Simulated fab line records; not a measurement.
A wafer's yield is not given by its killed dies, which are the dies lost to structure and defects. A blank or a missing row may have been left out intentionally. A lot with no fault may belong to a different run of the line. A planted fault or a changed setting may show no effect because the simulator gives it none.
Which tool is to blame? -- flow sky130 -- 6 lots with 18 wafers sampled at 5 steps, on a route of 708 steps

WHAT EACH GAUGE READ, for each wafer
SKY_CAP2M_THK_MEAS_01.
lot,measured,on,CAP2M_CVD_00_THK (nm)
L568,day 40 07:21,filmMetro-01,15.76 15.46 15.86
L571,day 41 11:55,filmMetro-01,15.44 15.69 15.52
L578,day 43 09:02,filmMetro-02,15.22 15.38 15.78
L584,day 45 00:46,filmMetro-01,15.48 15.73 15.85
L587,day 46 00:35,filmMetro-02,15.30 15.10 15.40
L588,day 46 13:37,filmMetro-02,15.36 15.19 15.30

WHICH TOOL RAN EACH LOT (tool, then ch and the chambers of the sampled wafers, then the start)
lot,SKY_LOCAL_INTERCONNECT_COAT_05,SKY_LOCAL_INTERCONNECT_ETCH_13,SKY_METAL1_SPUTTER_00,SKY_VIA3_ETCH_14
L568,"lithoTrack-02 ch 0, day 30 07:17","rieMetal-04 ch 0,1, day 30 21:35","pvdSputter-04, day 32 04:52","rieDiel-04 ch 0,1, day 40 05:41"
L571,"lithoTrack-02 ch 0, day 31 17:49","rieMetal-04 ch 0,1, day 32 08:17","pvdSputter-04, day 33 14:48","rieDiel-03 ch 1,2,3, day 41 10:20"
L578,"lithoTrack-02 ch 0, day 33 20:55","rieMetal-01 ch 0,1, day 34 10:08","pvdSputter-03, day 35 15:16","rieDiel-04 ch 0,3, day 43 07:26"
L584,"lithoTrack-04 ch 0, day 35 20:41","rieMetal-04 ch 0,1, day 36 10:25","pvdSputter-02, day 37 15:21","rieDiel-04 ch 1,2,3, day 44 23:14"
L587,"lithoTrack-02 ch 0, day 36 23:25","rieMetal-02 ch 0,1, day 37 13:34","pvdSputter-02, day 38 18:41","rieDiel-03 ch 0,2,3, day 45 22:56"
L588,"lithoTrack-02 ch 0, day 37 17:31","rieMetal-02 ch 0,1, day 38 06:56","pvdSputter-02, day 39 10:39","rieDiel-04 ch 0,1,2, day 46 12:01"
- SKY_LOCAL_INTERCONNECT_COAT_05: resist thk 60 nm.
- SKY_LOCAL_INTERCONNECT_ETCH_13: etches BARC in N2/H2, stops on SiO2, time 45.9 s, target depth 60 nm.
- SKY_METAL1_SPUTTER_00: material Ti, target thk 15 nm, time 10 s.
- SKY_VIA3_ETCH_14: etches BARC in N2/H2, stops on SiO2, time 45.9 s, target depth 60 nm.

THE ANSWER, worked out from the rows above alone
Rule: the usual values come from the lots themselves. Put in order of their means at a reading, lots are off if they are a third of the lots or fewer, leave a main group of 4 or more, and stand apart from it by a gap of 3 or more times the standard deviation of the main group's means; of several such gaps the widest counts. Not used: any main group whose means are identical at the precision the tables above print for the reading. A lot without any number at a reading at which 4 lots or more have one is off too. Where the step has rows for the other lots, those lots are counted as sound.
Nothing can be told from this: no lot is off at any reading shown.

WHAT THE SIMULATOR HAD INSERTED
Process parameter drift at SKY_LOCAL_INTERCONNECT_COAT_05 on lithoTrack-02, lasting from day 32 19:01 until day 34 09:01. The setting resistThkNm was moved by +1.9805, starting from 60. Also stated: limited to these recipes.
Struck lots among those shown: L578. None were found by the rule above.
